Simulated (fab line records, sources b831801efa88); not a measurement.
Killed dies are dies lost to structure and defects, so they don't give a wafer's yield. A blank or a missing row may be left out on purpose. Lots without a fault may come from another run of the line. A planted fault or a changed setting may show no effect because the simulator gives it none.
Problem report in the 8D (eight disciplines) form, filled by code | flow gf180mcu | the parts of the form that need people (team, actions taken, sign-off) are left out

1. THE PROBLEM
chamber_pressure_pa at GF_TOP_METAL_SPUTTER_00 reads a mean of 1.622 Pa on 6 wafers of 2 lots; wafers without a fault read 2.000 Pa with a standard deviation of 0.0039. That is -97 standard deviations from the usual mean.
The step: material Ti, target thk 37.5 nm, time 150 s.
First seen on wafer L455.1, day 30 08:16, on pvd_sputter-02. The record holds 39 wafers of 13 lots with a number at this step. Rule for "out", or "out of limits": more than 4 standard deviations from the usual mean. The other wafers with a number count as sound.

2. WHAT IT IS AND WHAT IT IS NOT
question                    | is                     | is not
which readings at this step | chamber_pressure_pa    | -
which lots                  | L455, L456             | L447, L448, L449, L452, L453, L454, L464, L465, L466, L467, L468
which wafers of those lots  | all that have a number | -
read on which tools         | pvd_sputter-02         | pvd_sputter-01, pvd_sputter-04
when                        | from day 30 08:16      | up to then (18 sound wafers); but 15 sound wafers of L464, L465, L466, L467, L468 came after

3. SUSPECTS, AND WHAT RULES EACH OUT
Counting: a tool at a process step up to the reading stays a suspect if it ran every lot that is out and no sound lot after the first of them.
- pvd_sputter-02 at GF_TOP_METAL_SPUTTER_00 (material Ti, target thk 37.5 nm, time 150 s): ruled out as a lasting fault. Sound lots L467 ran on it after its first lot that is out, L455 (day 30 08:16).
Left after counting: nothing in the record.

4. THE CAUSE (what the simulator had put in)
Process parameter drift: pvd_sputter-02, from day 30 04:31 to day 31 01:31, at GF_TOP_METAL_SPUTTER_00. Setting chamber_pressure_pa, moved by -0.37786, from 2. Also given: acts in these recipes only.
Counting ruled it out, wrongly.

5. THE CHAIN OF EFFECTS, in route order
Each row: a reading whose mean over the struck wafers that have a number lies more than 3 standard deviations from the usual. Only readings for which the record gives a usual standard deviation are gone through. hours: the time from each lot's start at the first step in this table that gives one to its start at this step, as a median over the lots. sigmas: the change in usual standard deviations.
hours | step                    | reading             | usual    | on struck wafers | change | sigmas
0     | GF_TOP_METAL_SPUTTER_00 | chamber_pressure_pa | 2.000 Pa | 1.622            | -0.378 | -97
0     | GF_TOP_METAL_SPUTTER_00 | throttle_valve_pct  | 29.8 %   | 33.0             | +3.2   | +3.3
The process steps in it:
- GF_TOP_METAL_SPUTTER_00: material Ti, target thk 37.5 nm, time 150 s.

6. WHAT WOULD HAVE CAUGHT IT SOONER
In this record the first reading out of limits was taken at day 30 08:16, 4 hours after the fault began at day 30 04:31.
